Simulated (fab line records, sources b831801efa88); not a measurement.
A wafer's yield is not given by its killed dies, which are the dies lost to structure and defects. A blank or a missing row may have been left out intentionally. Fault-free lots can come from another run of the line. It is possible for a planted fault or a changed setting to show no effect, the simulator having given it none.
Which tool is to blame?    flow sky130    Sampling: 6 lots, 18 wafers, 2 of 708 route steps

## WHAT EACH GAUGE READ, for each wafer
SKY_NWELL_THK_MEAS_02.
lot   measured     on            NWELL_OXIDATION_THK (nm)
L537  day 3 17:05  filmMetro-01  10.52 10.35 10.63
L539  day 4 01:04  filmMetro-04  9.80 9.68 9.77
L541  day 4 09:44  filmMetro-02  10.46 10.57 10.45
L544  day 5 04:08  filmMetro-02  9.92 9.99 9.88
L548  day 6 02:01  filmMetro-04  10.23 10.07 10.16
L550  day 6 13:57  filmMetro-01  9.93 9.83 9.84

## WHICH TOOL RAN EACH LOT (tool, then ch and the chambers of the sampled wafers, then the start)
lot   SKY_FIELD_ISO_STRIP_16
L537  plasmaAsher-03 ch 0,1, day 3 07:02
L539  plasmaAsher-03 ch 0,1, day 3 19:27
L541  plasmaAsher-03 ch 0,1, day 4 03:07
L544  plasmaAsher-01 ch 0,1, day 4 20:35
L548  plasmaAsher-03 ch 1, day 5 15:24
L550  plasmaAsher-03 ch 0,1, day 6 02:18
- SKY_FIELD_ISO_STRIP_16: strips in O2/N2.

## THE ANSWER, worked out from the rows above alone
Rule: the usual values come from the lots themselves. The widest of any qualifying gaps counts: lots, ordered by their means at a reading, are off when they make up no more than a third of the lots, leave a main group of 4 or more, and stand apart from it by 3 or more times the standard deviation of that group's means. A main group is skipped when, at the precision printed for the reading in the tables above, its means are all equal. Also off: a lot with no number at a reading for which 4 or more lots have one. The other lots that the step has rows for count as sound.
No lot is off on any of the readings shown, so nothing can be concluded from this.

## WHAT THE SIMULATOR HAD PUT IN
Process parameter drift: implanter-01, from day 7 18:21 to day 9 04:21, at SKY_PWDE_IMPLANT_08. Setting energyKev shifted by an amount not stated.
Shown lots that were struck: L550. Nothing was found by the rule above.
